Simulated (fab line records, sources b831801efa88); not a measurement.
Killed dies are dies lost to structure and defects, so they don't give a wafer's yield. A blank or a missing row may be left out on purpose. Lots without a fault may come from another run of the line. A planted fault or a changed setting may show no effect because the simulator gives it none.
Split-lot experiment | flow sfq_line | 5 lots, 23 wafers read, on a route of 325 steps

THE SPLIT
At SFQ_TRILAYER_M1_LITHO_COAT_044 (resist thk 62 nm), the setting spin_rpm was moved away from the recipe's 3000 rpm on 11 of the 23 wafers read, by -3.8% to +7.5%. The other wafers ran this setting at the recipe's value.

The reading is taken at the split's own step.

THE READING
BARC_of_TRILAYER_M1_LITHO_COAT_044.thk_nm (the simulator's own value, which no gauge read), in nm, at SFQ_TRILAYER_M1_LITHO_COAT_044 (resist thk 62 nm). The file gives no usual value for it. The 12 wafers here that ran the recipe average 61.88 nm, standard deviation 0.18 nm.

wafer  | tool, chamber at the split | spin_rpm as run, rpm | against the recipe | BARC_of_TRILAYER_M1_LITHO_COAT_044.thk_nm, nm | against lot-mates on the recipe
L074.1 | litho_track-03, 0          | 3000                 | recipe             | 61.74                                         | -
L074.2 | litho_track-03, 0          | 2887                 | -3.8%              | 63.02                                         | +1.33
L074.3 | litho_track-03, 0          | 3000                 | recipe             | 61.68                                         | -
L074.4 | litho_track-03, 0          | 2887                 | -3.8%              | 63.01                                         | +1.32
L074.6 | litho_track-03, 0          | 3000                 | recipe             | 61.66                                         | -
L075.3 | litho_track-02, 0          | 3000                 | recipe             | 62.03                                         | -
L075.4 | litho_track-02, 0          | 3000                 | recipe             | 62.09                                         | -
L075.5 | litho_track-02, 0          | 3000                 | recipe             | 62.21                                         | -
L076.2 | litho_track-03, 0          | 3000                 | recipe             | 61.7                                          | -
L076.3 | litho_track-03, 0          | 3000                 | recipe             | 61.66                                         | -
L076.4 | litho_track-03, 0          | 2907                 | -3.1%              | 62.63                                         | +0.95
L076.5 | litho_track-03, 0          | 2907                 | -3.1%              | 62.67                                         | +0.99
L076.6 | litho_track-03, 0          | 2907                 | -3.1%              | 62.86                                         | +1.18
L077.1 | litho_track-03, 0          | 3222                 | +7.4%              | 59.78                                         | -2.16
L077.4 | litho_track-03, 0          | 3222                 | +7.4%              | 59.78                                         | -2.16
L077.3 | litho_track-03, 0          | 3222                 | +7.4%              | 59.54                                         | -2.41
L077.5 | litho_track-03, 0          | 3000                 | recipe             | 61.94                                         | -
L077.6 | litho_track-03, 0          | 3000                 | recipe             | 61.95                                         | -
L083.2 | litho_track-02, 0          | 3000                 | recipe             | 61.86                                         | -
L083.3 | litho_track-02, 0          | 3224                 | +7.5%              | 59.89                                         | -2.05
L083.4 | litho_track-02, 0          | 3224                 | +7.5%              | 59.72                                         | -2.22
L083.5 | litho_track-02, 0          | 3000                 | recipe             | 62.02                                         | -
L083.6 | litho_track-02, 0          | 3224                 | +7.5%              | 59.66                                         | -2.28

THE FIT
A straight line over all 23 wafers: BARC_of_TRILAYER_M1_LITHO_COAT_044.thk_nm changes by -0.289 nm for each +1% of spin_rpm; r = -0.99; the points scatter about the line by 0.16 nm.
The same after taking each lot's own level away (the mean of its wafers on the recipe; 23 wafers): -0.308 nm for each +1%; r = -1.00; scatter 0.098 nm.
On that fit, the largest move of spin_rpm shifts the reading by 2.3 nm.
The lots' own levels span 61.680 to 62.110 nm, that is 2.4 times the standard deviation above.
So the lot-to-lot level changes the slope little: the two slopes agree.
Check: with one of the wafers moved furthest among these (+7.5%) left out of the fit, the line predicts -2.29 nm for it against its lot-mates. It came out at -2.05 nm against them.

OTHER SPLITS ON THESE WAFERS
These wafers also went through other splits before the reading. Each is held against what the fit with the lots' levels taken away leaves over:
other split on the same wafers                   | wafers away from the commonest value | r with BARC_of_TRILAYER_M1_LITHO_COAT_044.thk_nm (lot level and that fit taken away)
SFQ_TRILAYER_L0_LITHO_COAT_005 spin_rpm          | 6                                    | +0.16
SFQ_TRILAYER_L0_VIA_LITHO_EXPOSE_014 dose_mj     | 7                                    | -0.30
SFQ_TRILAYER_I0_CMP_CMP_028 leave_above_ref_nm   | 9                                    | +0.16
SFQ_TRILAYER_I0_VIA_LITHO_COAT_036 resist_thk_nm | 7                                    | -0.04
SFQ_TRILAYER_I0_VIA_ETCH_VIA_ETCH_034 source_w   | 7                                    | -0.15

THE FILE'S OWN FIT
BARC_of_TRILAYER_M1_LITHO_COAT_044.thk_nm changes by -0.306 nm for each +1% of spin_rpm, r = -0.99.
